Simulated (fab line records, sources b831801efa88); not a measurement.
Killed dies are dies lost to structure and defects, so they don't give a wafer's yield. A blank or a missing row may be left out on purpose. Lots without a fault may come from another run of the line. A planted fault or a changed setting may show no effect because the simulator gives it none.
fab line records | flow sky130
record lots=14 wafers=42 last_day=50
route steps=708 shown PWDE@52 VT_ADJUST_HVTP@95 VT_ADJUST_LVTN@104 PAD_OPEN@708
lots that met no fault: from a run of the same line without faults
start_h: hours from the record's first day to the start of the lot's first wafer shown | wait_h: hours since the lot's step before | " the same as in the row above | L1.1+2: a row that stands for several wafers | - no value, or no start given | * or withheld: withheld | < > ~ a bound
route shown NAME@n: a module of which the file shows steps, and the number in the route of the first | usual: mean/standard deviation of fault-free wafers | same: alike in all rows | chamber/n: place in a boat | sites: the reading at each site | _std_site: their standard deviation | _edge_site: outer sites' mean less inner sites' | radius_mm: how far each site lies from the wafer's centre | mask NAME#n: copy n | behind: the tool/chamber that last shaped the wafer | hold: why the lot was held/for how many hours/how that ended | device: the transistor (n, p or np) that didn't switch | end of line: the same wafers' tests at the end of the route | a step without rows: its recipe alone | killed: dies lost to structure and defects at the first sort, not the wafer's yield | map: a wafer's dies, x killed, . not, _ none there
set.NAME: the setting as run; set.NAME@STEP: as run at that earlier step | model.NAME: the simulator's own value behind a step, which no gauge read
steps of the route over a sample of lots; a table a step, a row a wafer
services: from which hour (start_h, from the record's first day; less than 0 if before it) a tool's chamber was out of use, for how many hours, and why
## steps
# step SKY_PWDE_OVL_MEAS_07
# usual PWDE_OVL=0.9/1.4
# columns lot.wafer tool chamber start_h wait_h PWDE_OVL[nm]
L751.1 overlay-02 - 77.73 - 2.5
L751.4 " - " " 1.8
L751.5 " - " " 2.6
L752.2 overlay-01 - 79.71 - 0.5
L752.3 " - " " 0.1
L752.6 " - " " 0.4
L755.2 overlay-01 - 96.93 - 0.3
L755.3 " - " " 0.1
L755.5 " - " " -0.7
L756.2 overlay-01 - 97.31 - 0.7
L756.3 " - " " 1.5
L756.6 " - " " 1.9
L757.1 overlay-01 - 101.81 - 1.4
L757.2 " - " " 1.3
L757.4 " - " " 0.0
L760.1 overlay-01 - 118.98 - 0.9
L760.4 " - " " 0.4
L760.6 " - " " 0.8
L761.1 overlay-02 - 124.21 - 1.0
L761.2 " - " " 2.7
L761.4 " - " " 2.5
L763.1 overlay-01 - 137.26 - 0.1
L763.3 " - " " -0.7
L763.5 " - " " -0.7
L764.2 overlay-02 - 145.18 - -0.4
L764.3 " - " " 1.0
L764.4 " - " " -0.3
L765.2 overlay-01 - 148.61 - 1.7
L765.5 " - " " 2.6
L765.6 " - " " 2.5
L766.1 overlay-01 - 155.02 - -0.4
L766.4 " - " " -0.2
L766.6 " - " " -1.2
L768.1 overlay-02 - 166.03 - 2.2
L768.3 " - " " 3.5
L768.6 " - " " 2.2
L773.4 overlay-01 - 205.24 - 0.8
L773.5 " - " " 0.5
L773.6 " - " " 1.3
L774.1 overlay-02 - 205.58 - -1.8
L774.3 " - " " -0.2
L774.6 " - " " -2.3
# step SKY_VT_ADJUST_HVTP_STRIP_10
# recipe chemistry=O2/N2 power_w=1400 pressure_mtorr=1500 platen_temp_c=withheld o2_flow_sccm=3000 n2_flow_sccm=300 overash_fraction=0.5
# usual chamber_pressure_mTorr=1500.0/1.3 drypump_motor_current_A=6.1/0.53 oes_product_au=0.716/0.0045 strip_time_to_endpoint_s=14.17/0.034
# columns lot.wafer tool chamber start_h wait_h chamber_pressure_mTorr drypump_motor_current_A oes_product_au rf_hours_counter_h strip_time_to_endpoint_s
L751.1 plasma_asher-04 0 131.70 0.1 1501.2 6.6 0.714 44 14.16
L751.4 " 0 " " 1499.4 6.6 0.711 - 14.18
L751.5 " 1 " " 1498.4 5.8 0.715 - 14.17
L752.2 plasma_asher-02 1 134.41 0.1 1501.0 6.1 0.714 32 14.12
L752.3 " 1 " " 1500.2 6.1 0.718 - 14.10
L752.6 " 1 " " 1500.5 6.1 0.716 - 14.12
L755.2 plasma_asher-02 0 154.68 0.1 1501.1 5.0 0.710 34 14.14
L755.3 " 0 " " 1500.9 4.9 0.715 - 14.16
L755.5 " 1 " " 1499.8 6.0 0.714 - 14.20
L756.2 plasma_asher-01 0 156.13 0.1 1498.1 6.6 0.723 4 14.16
L756.3 " 0 " " 1500.6 6.6 0.716 - 14.18
L756.6 " 0 " " 1500.2 6.6 0.718 - 14.18
L757.1 plasma_asher-02 0 160.71 0.2 1499.3 4.9 0.711 35 14.20
L757.2 " 1 " " 1501.5 6.1 0.711 35 14.18
L757.4 " 0 " " 1497.1 5.0 0.718 - 14.19
L760.1 plasma_asher-01 1 179.41 0.1 1499.9 5.8 0.714 6 14.17
L760.4 " 1 " " 1499.5 5.8 0.719 - 14.14
L760.6 " 1 " " 1499.2 5.8 0.717 - 14.12
L761.1 plasma_asher-01 1 183.61 0.1 1499.1 5.8 0.711 7 14.11
L761.2 " 0 " " 1499.7 6.6 0.725 7 14.14
L761.4 " 1 " " 1499.5 5.8 0.716 - 14.15
L763.1 plasma_asher-01 0 200.38 0.1 1798.8 6.6 0.742 8 13.53
L763.3 " 0 " " 1799.8 6.6 0.739 - 13.62
L763.5 " 1 " " 1801.2 5.8 0.745 - 13.56
L764.2 plasma_asher-01 0 207.91 0.1 1802.2 6.6 0.745 9 13.64
L764.3 " 0 " " 1802.2 6.6 0.731 - 13.61
L764.4 " 1 " " 1802.2 5.8 0.740 - 13.66
L765.2 plasma_asher-04 0 212.61 0.1 1499.7 6.6 0.715 53 14.22
L765.5 " 0 " " 1498.0 6.6 0.715 - 14.20
L765.6 " 1 " " 1498.9 5.8 0.714 - 14.19
L766.1 plasma_asher-01 0 218.36 0.1 1798.3 6.6 0.735 10 13.62
L766.4 " 0 " " 1800.1 6.7 0.737 - 13.65
L766.6 " 0 " " 1799.0 6.6 0.734 - 13.67
L768.1 plasma_asher-04 1 232.20 0.1 1499.1 5.8 0.719 55 14.20
L768.3 " 0 " " 1500.1 6.6 0.723 - 14.15
L768.6 " 1 " " 1501.1 5.8 0.715 - 14.16
L773.4 plasma_asher-02 1 275.83 0.1 1501.6 6.1 0.718 - 14.16
L773.5 " 1 " " 1500.1 6.1 0.711 - 14.17
L773.6 " 0 " " 1496.5 5.0 0.718 - 14.17
L774.1 plasma_asher-01 0 277.48 0.1 1501.0 6.6 0.718 16 14.17
L774.3 " 0 " " 1499.4 6.6 0.713 - 14.16
L774.6 " 0 " " 1500.4 6.6 0.716 - 14.20
# step SKY_VT_ADJUST_LVTN_OVL_MEAS_07
# usual VT_ADJUST_LVTN_OVL=1.2/1.2
# columns lot.wafer tool chamber start_h wait_h VT_ADJUST_LVTN_OVL[nm]
L751.1 overlay-01 - 151.11 - -0.1
L751.4 " - " " 1.5
L751.5 " - " " 1.7
L752.2 overlay-02 - 153.61 - -0.1
L752.3 " - " " 0.0
L752.6 " - " " 1.1
L755.2 overlay-01 - 174.40 - 0.2
L755.3 " - " " 1.9
L755.5 " - " " 1.4
L756.2 overlay-02 - 176.05 - 2.6
L756.3 " - " " 3.2
L756.6 " - " " 2.5
L757.1 overlay-02 - 180.43 - 0.7
L757.2 " - " " 1.0
L757.4 " - " " 2.2
L760.1 overlay-02 - 201.05 - 1.0
L760.4 " - " " 2.1
L760.6 " - " " 2.8
L761.1 overlay-02 - 204.88 - 2.1
L761.2 " - " " 3.7
L761.4 " - " " 2.8
L763.1 overlay-01 - 222.11 - -1.5
L763.3 " - " " -1.8
L763.5 " - " " -0.1
L764.2 overlay-02 - 230.60 - 2.1
L764.3 " - " " 3.0
L764.4 " - " " 2.2
L765.2 overlay-01 - 234.96 - -0.2
L765.5 " - " " 1.3
L765.6 " - " " 1.9
L766.1 overlay-02 - 241.65 - 1.1
L766.4 " - " " 1.3
L766.6 " - " " 0.6
L768.1 overlay-01 - 255.83 - 1.6
L768.3 " - " " 2.1
L768.6 " - " " 2.7
L773.4 overlay-02 - 301.47 - 1.0
L773.5 " - " " 0.9
L773.6 " - " " -0.1
L774.1 overlay-01 - 302.64 - 0.2
L774.3 " - " " -1.0
L774.6 " - " " 0.5
# step SKY_VT_ADJUST_LVTN_OVL_MEAS_18
# usual VT_ADJUST_LVTN_01_OVL=-0.4/1.5
# columns lot.wafer tool chamber start_h wait_h VT_ADJUST_LVTN_01_OVL[nm]
L751.1 overlay-02 - 170.09 0.1 3.0
L751.4 " - " " 1.6
L751.5 " - " " 3.2
L752.2 overlay-02 - 172.15 0.1 -1.9
L752.3 " - " " -2.5
L752.6 " - " " -2.1
L755.2 overlay-02 - 194.98 0.1 -0.3
L755.3 " - " " -0.8
L755.5 " - " " -0.5
L756.2 overlay-02 - 197.55 0.1 -2.1
L756.3 " - " " -3.2
L756.6 " - " " -2.5
L757.1 overlay-01 - 202.61 0.1 -1.1
L757.2 " - " " -0.2
L757.4 " - " " -1.1
L760.1 overlay-01 - 223.19 0.1 1.2
L760.4 " - " " 0.1
L760.6 " - " " -0.4
L761.1 overlay-02 - 228.13 0.1 2.2
L761.2 " - " " 2.4
L761.4 " - " " 2.7
L763.1 overlay-02 - 244.98 0.1 0.1
L763.3 " - " " -0.1
L763.5 " - " " 0.2
L764.2 overlay-01 - 254.48 0.1 -1.5
L764.3 " - " " -2.3
L764.4 " - " " -1.0
L765.2 overlay-01 - 258.68 0.1 -1.9
L765.5 " - " " -0.5
L765.6 " - " " -0.6
L766.1 overlay-02 - 265.99 0.1 -0.3
L766.4 " - " " -1.9
L766.6 " - " " -0.9
L768.1 overlay-02 - 280.04 0.1 1.7
L768.3 " - " " 1.1
L768.6 " - " " 0.7
L773.4 overlay-01 - 327.56 0.1 -0.9
L773.5 " - " " -2.2
L773.6 " - " " -1.5
L774.1 overlay-02 - 329.29 0.1 -0.6
L774.3 " - " " -2.5
L774.6 " - " " -1.4
# step SKY_PAD_OPEN_PROBE_99
# usual killed_at_M0_to_M3=44/7.4 killed_at_M4_up=3.0/1.8 killed_at_contacts=24/5.1 killed_at_front_end=15/4.3 killed_at_other=0.3/0.54 killed_dies=86/9.9 killed_open=47/7.1 killed_short=38/6.7
# same gross_dies=492 killed_at_back_side=0
# columns lot.wafer tool chamber start_h wait_h killed_at_M0_to_M3 killed_at_M4_up killed_at_contacts killed_at_front_end killed_at_other killed_dies killed_open killed_short
L752.2 prober-02 - 1094.22 0.1 42 4 25 8 0 79 42 37
L752.3 prober-02 - 1094.27 0.2 59 3 20 11 0 93 45 48
L752.6 prober-02 - 1094.42 0.2 48 1 20 15 0 84 53 31
L755.2 prober-01 - 1110.49 0.1 49 3 24 13 0 89 48 41
L755.3 prober-01 - 1110.54 0.2 51 4 21 12 0 88 41 47
L755.5 prober-01 - 1110.64 0.2 44 3 33 8 0 88 57 31
L757.1 prober-01 - 1118.60 0.1 42 4 18 10 1 75 46 29
L757.2 prober-01 - 1118.65 0.1 40 5 25 14 0 84 48 36
L757.4 prober-01 - 1118.75 0.2 53 4 35 18 1 111 63 48
L760.1 prober-01 - 1143.98 0.1 55 4 23 12 1 95 53 42
L760.4 prober-01 - 1144.13 0.2 34 5 30 14 1 84 38 46
L760.6 prober-01 - 1144.23 0.2 47 1 22 11 0 81 48 33
L764.2 prober-01 - 1161.12 0.1 36 5 13 14 1 69 46 22
L764.3 prober-01 - 1161.17 0.2 48 6 24 10 0 88 57 31
L764.4 prober-01 - 1161.22 0.2 46 3 28 10 0 87 51 36
L765.2 prober-02 - 1164.76 0.1 42 4 27 23 0 96 58 38
L765.5 prober-02 - 1164.91 0.2 42 1 22 10 1 76 43 33
L765.6 prober-02 - 1164.96 0.2 43 4 21 22 0 90 49 41
L773.4 prober-02 - 1211.79 0.2 46 2 21 8 0 77 36 41
L773.5 prober-02 - 1211.84 0.2 50 0 24 22 0 96 54 42
L773.6 prober-02 - 1211.89 0.2 37 0 26 16 0 79 49 30
# killed by level:class
L752.2 CONTACT:geometric_particle:open=10 LI_CONTACT:geometric_particle:open=8 VIA1:geometric_particle:open=8 METAL2:geometric_particle:short=6 VIA3:geometric_particle:open=6 CONTACT:geometric_particle:short=4 METAL1:geometric_particle:short=4 VIA2:geometric_particle:open=4
L752.3 VIA1:geometric_particle:open=15 CONTACT:geometric_particle:short=9 METAL1:geometric_particle:short=8 METAL2:geometric_particle:short=8 VIA1:geometric_particle:short=7 VIA2:geometric_particle:open=6 POLY_GATE:geometric_particle:open=4 LI_CONTACT:geometric_particle:open=4
L752.6 CONTACT:geometric_particle:open=15 VIA1:geometric_particle:open=9 METAL2:geometric_particle:short=9 VIA2:geometric_particle:open=7 VIA3:geometric_particle:open=7 FIELD_ISO:geometric_particle:open=5 VIA1:geometric_particle:short=4 VIA3:geometric_particle:short=4
L755.2 VIA1:geometric_particle:open=13 LI_CONTACT:geometric_particle:open=11 VIA2:geometric_particle:open=8 VIA3:geometric_particle:short=6 METAL1:geometric_particle:short=5 METAL2:geometric_particle:short=5 FIELD_ISO:geometric_particle:short=4 VIA1:geometric_particle:short=4
L755.3 VIA1:geometric_particle:open=15 LI_CONTACT:geometric_particle:open=7 CONTACT:geometric_particle:open=7 METAL1:geometric_particle:short=7 METAL2:geometric_particle:short=7 VIA3:geometric_particle:open=6 FIELD_ISO:geometric_particle:short=5 CONTACT:geometric_particle:short=5
L755.5 VIA1:geometric_particle:open=16 LI_CONTACT:geometric_particle:open=16 CONTACT:geometric_particle:open=8 VIA3:geometric_particle:open=6 LI_CONTACT:geometric_particle:short=5 VIA2:geometric_particle:open=5 VIA1:geometric_particle:short=5 METAL2:geometric_particle:short=3
L757.1 CONTACT:geometric_particle:open=10 VIA2:geometric_particle:open=8 VIA1:geometric_particle:open=7 VIA3:geometric_particle:open=7 METAL2:geometric_particle:short=5 LI_CONTACT:geometric_particle:open=4 VIA1:geometric_particle:short=4 CONTACT:geometric_particle:short=3
L757.2 CONTACT:geometric_particle:open=11 VIA3:geometric_particle:open=8 VIA1:geometric_particle:open=7 VIA2:geometric_particle:open=7 CONTACT:geometric_particle:short=6 POLY_GATE:geometric_particle:short=4 LI_CONTACT:geometric_particle:open=4 METAL1:geometric_particle:short=4
L757.4 CONTACT:geometric_particle:open=18 VIA1:geometric_particle:open=11 METAL1:geometric_particle:short=9 LI_CONTACT:geometric_particle:open=8 VIA2:geometric_particle:open=8 VIA1:geometric_particle:short=5 POLY_GATE:geometric_particle:short=4 LOCAL_INTERCONNECT:geometric_particle:short=4
L760.1 CONTACT:geometric_particle:open=11 VIA1:geometric_particle:short=9 VIA1:geometric_particle:open=9 METAL1:geometric_particle:short=8 VIA3:geometric_particle:open=7 METAL2:geometric_particle:short=6 VIA2:geometric_particle:open=6 LI_CONTACT:geometric_particle:open=5
L760.4 CONTACT:geometric_particle:open=10 LI_CONTACT:geometric_particle:short=8 FIELD_ISO:geometric_particle:short=7 METAL1:geometric_particle:short=7 VIA3:geometric_particle:open=6 CONTACT:geometric_particle:short=5 FIELD_ISO:geometric_particle:open=4 LI_CONTACT:geometric_particle:open=4
L760.6 VIA1:geometric_particle:open=12 VIA2:geometric_particle:open=10 LI_CONTACT:geometric_particle:open=8 CONTACT:geometric_particle:open=7 POLY_GATE:geometric_particle:short=6 METAL1:geometric_particle:short=6 VIA1:geometric_particle:short=5 VIA3:geometric_particle:open=5
L764.2 POLY_GATE:geometric_particle:open=9 VIA1:geometric_particle:open=9 VIA3:geometric_particle:open=7 VIA1:geometric_particle:short=7 CONTACT:geometric_particle:open=5 VIA2:geometric_particle:open=5 LI_CONTACT:geometric_particle:open=4 CONTACT:geometric_particle:short=3
L764.3 LI_CONTACT:geometric_particle:open=10 VIA1:geometric_particle:open=10 VIA2:geometric_particle:open=10 CONTACT:geometric_particle:open=8 METAL2:geometric_particle:short=8 VIA3:geometric_particle:open=6 VIA1:geometric_particle:short=4 POLY_GATE:geometric_particle:open=4
L764.4 VIA1:geometric_particle:open=13 CONTACT:geometric_particle:open=13 VIA2:geometric_particle:open=7 LI_CONTACT:geometric_particle:open=6 METAL1:geometric_particle:short=6 VIA1:geometric_particle:short=5 LOCAL_INTERCONNECT:geometric_particle:short=4 VIA3:geometric_particle:open=4
L765.2 CONTACT:geometric_particle:open=10 VIA1:geometric_particle:open=10 LI_CONTACT:geometric_particle:open=8 FIELD_ISO:geometric_particle:open=6 VIA2:geometric_particle:open=6 METAL2:geometric_particle:short=6 CONTACT:geometric_particle:short=5 VIA3:geometric_particle:open=5
L765.5 VIA1:geometric_particle:open=15 CONTACT:geometric_particle:open=10 METAL2:geometric_particle:short=6 VIA2:geometric_particle:open=5 LI_CONTACT:geometric_particle:open=4 CONTACT:geometric_particle:short=4 VIA1:geometric_particle:short=4 VIA3:geometric_particle:open=4
L765.6 CONTACT:geometric_particle:open=9 VIA1:geometric_particle:open=9 POLY_GATE:geometric_particle:short=7 POLY_GATE:geometric_particle:open=7 METAL2:geometric_particle:short=7 VIA2:geometric_particle:open=6 METAL1:geometric_particle:short=5 VIA2:geometric_particle:short=5
L773.4 VIA2:geometric_particle:open=12 METAL2:geometric_particle:short=7 CONTACT:geometric_particle:short=6 VIA1:geometric_particle:open=6 VIA3:geometric_particle:short=5 VIA3:geometric_particle:open=5 CONTACT:geometric_particle:open=4 VIA1:geometric_particle:short=4
L773.5 VIA2:geometric_particle:open=11 FIELD_ISO:geometric_particle:open=9 VIA3:geometric_particle:open=8 CONTACT:geometric_particle:short=7 CONTACT:geometric_particle:open=7 METAL1:geometric_particle:short=7 VIA1:geometric_particle:open=6 FIELD_ISO:geometric_particle:short=5
L773.6 CONTACT:geometric_particle:open=12 LI_CONTACT:geometric_particle:open=7 VIA1:geometric_particle:open=7 FIELD_ISO:geometric_particle:open=6 VIA2:geometric_particle:open=5 CONTACT:geometric_particle:short=4 METAL1:geometric_particle:short=4 METAL2:geometric_particle:short=4
## services
# columns tool chamber start_h hours kind
plasma_asher-01 - 108.75 9.0 pm
plasma_asher-01 0 108.75 9.0 vent_cycle
plasma_asher-01 1 108.75 9.0 vent_cycle
plasma_asher-01 0 117.75 - clean
plasma_asher-01 1 117.75 - clean
plasma_asher-02 - 155.12 2.2 repair
plasma_asher-01 - 255.79 0.8 repair
plasma_asher-01 - 257.47 2.8 pm
## key
first_sign step=SKY_VT_ADJUST_HVTP_STRIP_10 reading=chamber_pressure_mTorr direction=up sigmas=99+ usual=1500.0 struck=1800.4
effect step=SKY_VT_ADJUST_HVTP_STRIP_10 reading=strip_time_to_endpoint_s direction=down sigmas=16 usual=* struck=*
met_at SKY_VT_ADJUST_HVTP_STRIP_10
struck_lots L763,L764,L766
tester_left_out L763,L764,L766
not_acting_at SKY_PWDE_OVL_MEAS_07,SKY_VT_ADJUST_LVTN_OVL_MEAS_07,SKY_VT_ADJUST_LVTN_OVL_MEAS_18
onset_between 183.61 200.38
fault kind=process_parameter_drift tool=plasma_asher-01 chamber=- onset_h=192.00 steps=SKY_VT_ADJUST_HVTP_STRIP_10 channel=pressure_mtorr offset=300 shape=step end_h=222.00 acts_in=these_recipes_only stated=1500
# tester_left_out: of these lots the tester's yield and bins aren't shown, on N5 and GAA mostly nor the transistor test; their killed dies are dies lost to structure and defects alone, not to doping, threshold or leakage, so they don't give the yield
